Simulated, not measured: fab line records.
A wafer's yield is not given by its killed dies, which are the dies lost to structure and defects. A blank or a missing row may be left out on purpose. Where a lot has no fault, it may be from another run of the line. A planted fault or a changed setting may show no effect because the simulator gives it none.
A struck lot beside a sound one :: flow sfq_line :: 20 out of 325 route steps
Sound: wafers L495.1, L495.2, L495.3. Struck: wafer L511.6 (left out: L511.1, L511.2 of the same lot, which were not struck); the cause appears at the end.
At each step with rows: each side's tool, then ch and its chambers, then its first start. Under that, the readings that differ: sound wafers :: struck wafers :: difference of the means :: sigmas: that difference in standard deviations of wafers without a fault.
alike: readings whose means differ by less than 2 such deviations, and words and numbers that are the same on both sides. not compared: withheld readings, readings that some wafer has no value for, bounds like >300 that may hide the same value, and numbers for which the record gives no deviation and whose values overlap.
A row with sigmas, a row that says differs or no value, or rows on one side alone: a step with any of these is where the two part. Numbers that have no deviation but don't overlap get no sigmas and don't part them. Lack of a reading on every wafer of one side parts them only where that side has two or more wafers.

first, 3 steps without rows for these wafers: SFQ_TRILAYER_I1_VIA_LITHO_EXPOSE_050 (exposes mask I1, target cd 500 nm); SFQ_TRILAYER_I1_VIA_LITHO_PEB_052 (peb time 60 s); SFQ_TRILAYER_I1_VIA_LITHO_DEVELOP_051 (time 60 s).
SFQ_I1_OVL_MEAS_913:
  sound: overlay-02 at day 29 01:08; struck: overlay-01 at day 34 08:20
reading: I1_OVL (nm)
sound: 9 11 9
struck: -2
difference: -12
sigmas: -2
SFQ_TRILAYER_I1_VIA_BARC_OPEN_VIA_ETCH_071: etches BARC in O2, target depth 125 nm, time 41.7 s.
  sound on rie_diel-01 ch 0,1,2, day 29 01:11; struck on rie_diel-04 ch 1, day 34 08:22
reading: oes_product_au (a.u.)
sound: 0.681 0.681 0.681
struck: 0.691
difference: +0.010
sigmas: +2
  alike: drypump_motor_current_A
  not compared: rf_hours_counter_h
SFQ_TRILAYER_I1_VIA_ETCH_VIA_ETCH_052: etches SiO2 in CHF3, stops on Nb, target depth 260 nm.
  sound on rie_diel-01 ch 0,1,2, day 29 01:13; struck on rie_diel-04 ch 1, day 34 08:25
reading: oes_product_au (a.u.)
sound: 0.847 0.842 0.850
struck: 0.862
difference: +0.016
sigmas: +3
  alike: drypump_motor_current_A
SFQ_TRILAYER_I1_VIA_STRIP_STRIP_053: strips in O2.
  sound on rie_metal-03 ch 0,1, day 29 01:20; struck on rie_metal-02 ch 0, day 34 08:31
  alike: drypump_motor_current_A, oes_product_au
  not compared: rf_hours_counter_h
then, 2 steps without rows for these wafers: SFQ_TRILAYER_I1_VIA_STRIP_SOLV_CLEAN_054 (cleans in NMP, time 600 s); SFQ_TRILAYER_M2_DEP_PRE_CLEAN_056 (time 22.5 s).
SFQ_TRILAYER_M2_DEP_SPUTTER_055: material Nb, target thk 200 nm, time 133.3 s.
  sound: pvd_sputter-05 at day 29 02:08; struck: pvd_sputter-04 at day 34 09:20
  alike: chamber_pressure_pa, throttle_valve_pct
SFQ_M2_RS_MEAS_914: the measuring method here is four-point-probe.
  sound: film_metro-03 at day 29 02:14; struck: film_metro-03 at day 34 09:25
  alike: M2_NB_RS
SFQ_TRILAYER_M2_LITHO_COAT_062: resist thk 62 nm.
  sound on litho_track-03 ch 0, day 29 02:25; struck on litho_track-04 ch 0, day 34 09:36
reading: model.BARC_of_TRILAYER_M2_LITHO_COAT_062.thk_nm (nm)
sound: 61.92 61.9 61.91
struck: 59.15
difference: -2.76
sigmas: 
  alike: spin_speed_rpm
then, 5 steps without rows for these wafers: SFQ_TRILAYER_M2_LITHO_COAT_057 (resist thk 600 nm); SFQ_TRILAYER_M2_LITHO_SOFTBAKE_061; SFQ_TRILAYER_M2_LITHO_EXPOSE_058 (exposes mask M2, target cd 500 nm); SFQ_TRILAYER_M2_LITHO_PEB_060 (peb time 60 s); SFQ_TRILAYER_M2_LITHO_DEVELOP_059 (time 60 s).
-- the record jumps here: 6 days lie between the struck wafers' starts before and after --
SFQ_M2_OVL_MEAS_916:
  sound: overlay-01 at day 33 20:20; struck: overlay-02 at day 40 13:53
  alike: M2_OVL
SFQ_TRILAYER_M2_BARC_OPEN_METAL_ETCH_077: etches BARC in O2, target depth 125 nm, time 41.7 s.
  sound on rie_metal-03 ch 0,1, day 33 20:22; struck on rie_metal-01 ch 1, day 40 13:55
reading: model.etch.depth_nm (nm)
sound: 61.92 61.9 61.91
struck: 59.15
difference: -2.76
sigmas: 
  alike: drypump_motor_current_A, oes_product_au
  not compared: rf_hours_counter_h
SFQ_TRILAYER_M2_ETCH_METAL_ETCH_060: etches Nb in Cl2/Ar, stops on SiO2, target depth 240 nm, time 120 s.
  sound on rie_metal-03 ch 0,1, day 33 20:26; struck on rie_metal-01 ch 1, day 40 13:59
  alike: drypump_motor_current_A, oes_product_au
  not compared: rf_hours_counter_h

== WHERE THEY PART ==
Last at SFQ_TRILAYER_I1_VIA_ETCH_VIA_ETCH_052 as far as this record goes, first at SFQ_I1_OVL_MEAS_913. Later steps at which nothing parts them and some readings are alike: SFQ_TRILAYER_I1_VIA_STRIP_STRIP_053, SFQ_TRILAYER_M2_DEP_SPUTTER_055, SFQ_M2_RS_MEAS_914, SFQ_TRILAYER_M2_LITHO_COAT_062, SFQ_M2_OVL_MEAS_916, SFQ_TRILAYER_M2_BARC_OPEN_METAL_ETCH_077, SFQ_TRILAYER_M2_ETCH_METAL_ETCH_060.

WHY: whatever the simulator had introduced
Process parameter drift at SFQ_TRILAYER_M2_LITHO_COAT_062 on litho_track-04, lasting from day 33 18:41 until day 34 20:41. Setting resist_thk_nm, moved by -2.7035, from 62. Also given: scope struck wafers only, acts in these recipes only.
